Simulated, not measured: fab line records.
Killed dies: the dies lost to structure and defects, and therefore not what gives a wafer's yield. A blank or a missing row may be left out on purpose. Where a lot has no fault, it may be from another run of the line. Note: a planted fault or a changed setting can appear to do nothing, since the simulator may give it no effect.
The tool behind it: which one? / flow sky130 / Sampling: 14 lots, 42 wafers, 4 of 708 route steps

WHAT THE GAUGES SHOWED, per wafer
SKY_FIELD_ISO_THK_MEAS_02. Usual: FIELD_ISO_OXIDATION_00_THK 11.94 nm, standard deviation 0.21.
lot=L802; measured=day 1 11:39; on=film-metro-01; FIELD_ISO_OXIDATION_00_THK (nm)=11.68 11.88 12.03; flag=
lot=L803; measured=day 1 17:23; on=film-metro-03; FIELD_ISO_OXIDATION_00_THK (nm)=11.97 11.82 11.79; flag=
lot=L804; measured=day 1 22:43; on=film-metro-04; FIELD_ISO_OXIDATION_00_THK (nm)=11.89 11.99 11.91; flag=
lot=L805; measured=day 2 03:32; on=film-metro-04; FIELD_ISO_OXIDATION_00_THK (nm)=12.17 12.25 12.03; flag=
lot=L806; measured=day 2 10:28; on=film-metro-04; FIELD_ISO_OXIDATION_00_THK (nm)=11.96 11.88 12.21; flag=
lot=L807; measured=day 2 14:44; on=film-metro-04; FIELD_ISO_OXIDATION_00_THK (nm)=12.00 12.11 12.01; flag=
lot=L808; measured=day 2 20:40; on=film-metro-01; FIELD_ISO_OXIDATION_00_THK (nm)=11.72 11.70 11.95; flag=
lot=L812; measured=day 3 14:24; on=film-metro-04; FIELD_ISO_OXIDATION_00_THK (nm)=12.08 11.89 11.87; flag=
lot=L815; measured=day 4 04:38; on=film-metro-04; FIELD_ISO_OXIDATION_00_THK (nm)=11.65 11.71 11.69; flag=
lot=L816; measured=day 4 10:44; on=film-metro-04; FIELD_ISO_OXIDATION_00_THK (nm)=11.97 12.20 12.02; flag=
lot=L819; measured=day 5 01:01; on=film-metro-04; FIELD_ISO_OXIDATION_00_THK (nm)=11.80 11.72 11.92; flag=
lot=L820; measured=day 5 07:27; on=film-metro-01; FIELD_ISO_OXIDATION_00_THK (nm)=12.02 12.42 12.11; flag=
lot=L821; measured=day 5 10:38; on=film-metro-03; FIELD_ISO_OXIDATION_00_THK (nm)=12.35 12.36 12.35; flag=
lot=L824; measured=day 6 03:01; on=film-metro-01; FIELD_ISO_OXIDATION_00_THK (nm)=12.00 11.96 12.01; flag=

SKY_NWELL_OVL_MEAS_10. Usual: NWELL_00_OVL -0.1 nm, standard deviation 1.2.
lot=L802; measured=day 4 18:05; on=overlay-02; NWELL_00_OVL (nm)=-0.4 -1.0 0.7; flag=
lot=L803; measured=day 4 23:38; on=overlay-02; NWELL_00_OVL (nm)=1.7 0.2 1.0; flag=
lot=L804; measured=day 5 02:54; on=overlay-02; NWELL_00_OVL (nm)=-2.0 -1.5 -2.8; flag=
lot=L805; measured=day 5 07:28; on=overlay-02; NWELL_00_OVL (nm)=1.7 0.3 1.4; flag=
lot=L806; measured=day 5 12:59; on=overlay-01; NWELL_00_OVL (nm)=-2.0 -0.5 -3.1; flag=
lot=L807; measured=day 5 19:23; on=overlay-01; NWELL_00_OVL (nm)=1.6 -0.6 -0.6; flag=
lot=L808; measured=day 6 00:54; on=overlay-01; NWELL_00_OVL (nm)=0.3 1.3 -0.5; flag=
lot=L812; measured=day 6 22:06; on=overlay-01; NWELL_00_OVL (nm)=-1.4 0.5 -0.7; flag=
lot=L815; measured=day 7 18:54; on=overlay-02; NWELL_00_OVL (nm)=0.5 0.0 0.3; flag=
lot=L816; measured=day 7 23:27; on=overlay-01; NWELL_00_OVL (nm)=-0.2 -0.1 0.6; flag=
lot=L819; measured=day 8 17:06; on=overlay-02; NWELL_00_OVL (nm)=1.3 1.6 0.2; flag=
lot=L820; measured=day 8 22:27; on=overlay-01; NWELL_00_OVL (nm)=-0.8 -0.8 -1.4; flag=
lot=L821; measured=day 9 02:27; on=overlay-01; NWELL_00_OVL (nm)=0.7 2.0 0.6; flag=
lot=L824; measured=day 9 23:01; on=overlay-01; NWELL_00_OVL (nm)=1.8 -1.2 0.6; flag=

SKY_LDD_LDN_TW_MEAS_13. Usual: LDD_LDN_TW 1497, standard deviation 9.2.
lot=L802; measured=day 23 02:38; on=film-metro-04; LDD_LDN_TW=1491 1491 1494; flag=
lot=L803; measured=day 23 09:38; on=film-metro-01; LDD_LDN_TW=1480 1478 1494; flag=
lot=L804; measured=day 23 14:08; on=film-metro-03; LDD_LDN_TW=1498 1505 1500; flag=
lot=L805; measured=day 23 21:41; on=film-metro-04; LDD_LDN_TW=1482 1494 1496; flag=
lot=L806; measured=day 24 06:58; on=film-metro-03; LDD_LDN_TW=1502 1507 1499; flag=
lot=L807; measured=day 24 15:17; on=film-metro-04; LDD_LDN_TW=1495 1498 1503; flag=
lot=L808; measured=day 25 01:13; on=film-metro-03; LDD_LDN_TW=1506 1505 1507; flag=
lot=L812; measured=day 26 05:55; on=film-metro-03; LDD_LDN_TW=1509 1504 1510; flag=
lot=L815; measured=day 27 19:07; on=film-metro-03; LDD_LDN_TW=1501 1508 1504; flag=
lot=L816; measured=day 27 22:20; on=film-metro-01; LDD_LDN_TW=1480 1479 1474; flag=
lot=L819; measured=day 28 22:38; on=film-metro-01; LDD_LDN_TW=1489 1490 1480; flag=
lot=L820; measured=day 29 05:50; on=film-metro-03; LDD_LDN_TW=1505 1504 1498; flag=
lot=L821; measured=day 29 09:50; on=film-metro-04; LDD_LDN_TW=1499 1495 1495; flag=
lot=L824; measured=day 30 10:38; on=film-metro-03; LDD_LDN_TW=1518 1518 1511; flag=

WHAT TOOL EACH LOT RAN ON (gives the tool, then ch and the chambers of the sampled wafers, and finally the start)
lot=L802; SKY_VT_ADJUST_LVTN_IMPLANT_08=implanter-03 ch 0, day 7 03:02
lot=L803; SKY_VT_ADJUST_LVTN_IMPLANT_08=implanter-03 ch 0, day 7 09:09
lot=L804; SKY_VT_ADJUST_LVTN_IMPLANT_08=implanter-03 ch 0, day 7 13:28
lot=L805; SKY_VT_ADJUST_LVTN_IMPLANT_08=implanter-04 ch 0, day 7 17:28
lot=L806; SKY_VT_ADJUST_LVTN_IMPLANT_08=implanter-04 ch 0, day 7 23:50
lot=L807; SKY_VT_ADJUST_LVTN_IMPLANT_08=implanter-04 ch 0, day 8 07:44
lot=L808; SKY_VT_ADJUST_LVTN_IMPLANT_08=implanter-03 ch 0, day 8 13:40
lot=L812; SKY_VT_ADJUST_LVTN_IMPLANT_08=implanter-01 ch 0, day 9 13:44
lot=L815; SKY_VT_ADJUST_LVTN_IMPLANT_08=implanter-01 ch 0, day 10 12:29
lot=L816; SKY_VT_ADJUST_LVTN_IMPLANT_08=implanter-01 ch 0, day 10 14:47
lot=L819; SKY_VT_ADJUST_LVTN_IMPLANT_08=implanter-03 ch 0, day 11 11:29
lot=L820; SKY_VT_ADJUST_LVTN_IMPLANT_08=implanter-04 ch 0, day 11 17:07
lot=L821; SKY_VT_ADJUST_LVTN_IMPLANT_08=implanter-04 ch 0, day 11 21:50
lot=L824; SKY_VT_ADJUST_LVTN_IMPLANT_08=implanter-03 ch 0, day 12 20:45
- SKY_VT_ADJUST_LVTN_IMPLANT_08

AS READ BY THE TOOLS THEMSELVES (means over the sampled wafers that have a number; for cases with no such wafer, the mark the record gives instead)
SKY_VT_ADJUST_LVTN_IMPLANT_08. Usual: dose-ions-cm2 at 1.5699e+12, with a standard deviation of 1.6e+09.
lot=L802 tool=implanter-03 dose-ions-cm2=1.5701e+12 flag=
lot=L803 tool=implanter-03 dose-ions-cm2=1.5700e+12 flag=
lot=L804 tool=implanter-03 dose-ions-cm2=1.5678e+12 flag=
lot=L805 tool=implanter-04 dose-ions-cm2=1.5710e+12 flag=
lot=L806 tool=implanter-04 dose-ions-cm2=1.5698e+12 flag=
lot=L807 tool=implanter-04 dose-ions-cm2=1.5690e+12 flag=
lot=L808 tool=implanter-03 dose-ions-cm2=1.5677e+12 flag=
lot=L812 tool=implanter-01 dose-ions-cm2=1.5684e+12 flag=
lot=L815 tool=implanter-01 dose-ions-cm2=1.5162e+12 flag=OFF
lot=L816 tool=implanter-01 dose-ions-cm2=1.5169e+12 flag=OFF
lot=L819 tool=implanter-03 dose-ions-cm2=1.5694e+12 flag=
lot=L820 tool=implanter-04 dose-ions-cm2=1.5711e+12 flag=
lot=L821 tool=implanter-04 dose-ions-cm2=1.5696e+12 flag=
lot=L824 tool=implanter-03 dose-ions-cm2=1.5706e+12 flag=

THE ANSWER, worked out from the rows above alone
Rule: a lot is off if the mean of its wafers that have a number lies more than 3 standard deviations from the usual mean. Also off: a lot with no number at a reading for which 4 or more lots have one. Any other lot the step has rows for is counted as sound. Order of review: gauges by route order, followed by the tools' own readings, for which a lot's mean as printed above is used. The first step at which some lot is off is used, and at that step the reading that is off furthest; a lot without a number counts as furthest.
Off, at SKY_VT_ADJUST_LVTN_IMPLANT_08 on dose-ions-cm2: L815, L816.
If a tool, at that step or one of the process steps before it, ran each lot that is off and ran no sound lot following the first of them, it fits. One fits: SKY_VT_ADJUST_LVTN_IMPLANT_08 on implanter-01. Its last sound lot is L812 (day 9 13:44), its first lot that is off L815 (day 10 12:29): a fault that began between those two fits.
On the lots that are off, the tool's own readings at SKY_VT_ADJUST_LVTN_IMPLANT_08 differ by more than 5 times the standard deviation of the sound lots' means, which bears it out; dose-ions-cm2 reads 1.5166e+12 there versus 1.5695e+12 on the sound lots.

WHAT THE SIMULATOR HAD INSERTED
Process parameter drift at SKY_VT_ADJUST_LVTN_IMPLANT_08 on implanter-01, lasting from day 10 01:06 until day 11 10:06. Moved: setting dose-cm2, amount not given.
Lots struck among those shown: L815, L816. The same result came from the rule above.
